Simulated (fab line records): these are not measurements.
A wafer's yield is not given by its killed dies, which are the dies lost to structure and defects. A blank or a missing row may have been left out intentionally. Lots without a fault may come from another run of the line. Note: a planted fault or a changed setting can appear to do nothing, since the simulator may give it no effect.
Which of the tools did it?	flow sky130	Sampling: 13 lots, 39 wafers, 4 of 708 route steps

== WHAT EACH GAUGE READ, for each wafer ==
SKY_LDD_N_TW_MEAS_17. Usual: LDD_N_TW 2597, standard deviation 25.
lot	measured	on	LDD_N_TW	flag
L667	day 18 12:41	film metro-04	2613 2624 2628	
L668	day 19 02:22	film metro-01	2592 2575 2572	
L670	day 19 18:41	film metro-01	2574 2579 2578	
L671	day 20 05:58	film metro-01	2595 2587 2593	
L672	day 20 15:00	film metro-04	2629 2630 2625	
L673	day 20 19:10	film metro-03	2570 2557 2573	
L674	day 20 23:37	film metro-01	2579 2585 2588	
L675	day 21 13:38	film metro-03	2583 2588 2570	
L677	day 22 03:58	film metro-04	2621 2621 2616	
L685	day 25 03:04	film metro-04	2629 2638 2625	
L686	day 25 14:56	film metro-04	2647 2633 2649	
L687	day 25 19:28	film metro-01	2580 2568 2590	
L688	day 26 08:52	film metro-01	2584 2589 2591	

SKY_LDD_HVN_TW_MEAS_10. Usual: LDD_HVN_TW 1439, standard deviation 22.
lot	measured	on	LDD_HVN_TW	flag
L667	day 21 02:23	film metro-04	1468 1454 1459	
L668	day 21 16:09	film metro-02	1409 1407 1415	
L670	day 22 08:04	film metro-01	1435 1440 1438	
L671	day 22 19:58	film metro-01	1429 1437 1437	
L672	day 23 04:14	film metro-01	1428 1431 1432	
L673	day 23 09:10	film metro-04	1464 1474 1470	
L674	day 23 13:58	film metro-04	1472 1476 1467	
L675	day 24 02:10	film metro-01	1435 1442 1446	
L677	day 24 15:43	film metro-02	1414 1408 1411	
L685	day 27 13:58	film metro-04	1466 1464 1463	
L686	day 28 01:52	film metro-01	1421 1432 1432	
L687	day 28 05:42	film metro-01	1435 1437 1438	
L688	day 28 19:25	film metro-04	1467 1463 1461	

== TOOL THAT RAN EACH LOT (tool first, then ch and the chambers of the sampled wafers, then the start) ==
lot	SKY_LDD_P_SOFTBAKE_03	SKY_LDD_P_STRIP_10
L667	litho track-02 ch 0, day 19 04:38	plasma asher-04 ch 0,1, day 19 19:54
L668	litho track-01 ch 0, day 19 17:37	plasma asher-04 ch 1, day 20 08:46
L670	litho track-02 ch 0, day 20 09:31	plasma asher-04 ch 0,1, day 21 01:01
L671	litho track-03 ch 0, day 20 21:13	plasma asher-04 ch 0,1, day 21 13:11
L672	litho track-02 ch 0, day 21 05:49	plasma asher-02 ch 0,1, day 21 21:33
L673	litho track-01 ch 0, day 21 10:22	plasma asher-04 ch 0,1, day 22 02:25
L674	litho track-01 ch 0, day 21 14:38	plasma asher-02 ch 0,1, day 22 07:05
L675	litho track-01 ch 0, day 22 05:14	plasma asher-02 ch 0,1, day 22 20:37
L677	litho track-01 ch 0, day 22 18:43	plasma asher-04 ch 0,1, day 23 10:08
L685	litho track-02 ch 0, day 25 17:44	plasma asher-04 ch 0,1, day 26 08:44
L686	litho track-03 ch 0, day 26 05:30	plasma asher-04 ch 0,1, day 26 20:35
L687	litho track-02 ch 0, day 26 09:47	plasma asher-02 ch 0,1, day 27 00:38
L688	litho track-02 ch 0, day 26 23:11	plasma asher-01 ch 1, day 27 14:13
- SKY_LDD_P_SOFTBAKE_03: time 60 s.
- SKY_LDD_P_STRIP_10: strips in O2/N2.

== AS READ BY THE TOOLS THEMSELVES (means over the sampled wafers that have a number; for cases with no such wafer, the mark the record gives instead) ==
SKY_LDD_P_SOFTBAKE_03. Usual: heater power total W 56.60 W, standard deviation 0.046; run length s 89.18 s, standard deviation 0.17.
lot	tool	heater power total W (W)	run length s (s)	flag
L667	litho track-02	56.63	89.19	
L668	litho track-01	56.57	89.22	
L670	litho track-02	56.62	89.23	
L671	litho track-03	56.63	88.90	
L672	litho track-02	56.65	89.22	
L673	litho track-01	56.64	89.36	
L674	litho track-01	56.61	89.31	
L675	litho track-01	58.29	84.10	OFF
L677	litho track-01	58.29	84.13	OFF
L685	litho track-02	56.59	89.20	
L686	litho track-03	56.60	88.87	
L687	litho track-02	56.61	89.27	
L688	litho track-02	56.55	89.22	

SKY_LDD_P_STRIP_10. Usual: drypump motor current A 5.8 A, standard deviation 0.47; oes product au 0.715 a.u., standard deviation 0.0047; strip time to endpoint s 14.18 s, standard deviation 0.047.
lot	tool	drypump motor current A (A)	oes product au (a.u.)	strip time to endpoint s (s)	flag
L667	plasma asher-04	5.8	0.717	14.22	
L668	plasma asher-04	5.9	0.712	14.26	
L670	plasma asher-04	5.8	0.716	14.21	
L671	plasma asher-04	5.8	0.714	14.16	
L672	plasma asher-02	5.6	0.713	14.24	
L673	plasma asher-04	5.8	0.717	14.17	
L674	plasma asher-02	5.6	0.717	14.16	
L675	plasma asher-02	6.1	0.718	14.18	
L677	plasma asher-04	5.8	0.720	14.22	
L685	plasma asher-04	5.8	0.718	14.13	
L686	plasma asher-04	5.8	0.713	14.21	
L687	plasma asher-02	5.6	0.719	14.18	
L688	plasma asher-01	5.7	0.715	14.18	

== THE ANSWER, worked out from the rows above alone ==
Rule: lot off if the mean of its wafers having a number is beyond 3 standard deviations from the usual mean. Also off: a lot with no number at a reading for which 4 or more lots have one. Any other lot the step has rows for is counted as sound. Order of review: gauges by route order, followed by the tools' own readings, for which a lot's mean as printed above is used. At the first step where some lot is off, the reading lying furthest off is the one used; lots without a number count as furthest.
Off, at SKY_LDD_P_SOFTBAKE_03 on heater power total W: L675, L677.
A tool fits if, at that step or a process step before it, it ran every lot that is off, and no sound lot after the first of them. One fits: SKY_LDD_P_SOFTBAKE_03 on litho track-01. A fault onset in the window from L674 (day 21 14:38, its last sound lot) to L675 (day 22 05:14, its first lot off) fits.
The tool's own readings at SKY_LDD_P_SOFTBAKE_03 bear it out: on the lots that are off they differ by more than 5 times the standard deviation of the sound lots' means. heater power total W reads 58.29 W there against 56.61 W on the sound lots; run length s reads 84.11 s there against 89.18 s on the sound lots.

== WHAT HAD BEEN PUT IN BY THE SIMULATOR ==
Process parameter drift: litho track-01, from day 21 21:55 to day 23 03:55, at SKY_LDD_P_SOFTBAKE_03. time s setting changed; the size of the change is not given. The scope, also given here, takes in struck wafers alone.
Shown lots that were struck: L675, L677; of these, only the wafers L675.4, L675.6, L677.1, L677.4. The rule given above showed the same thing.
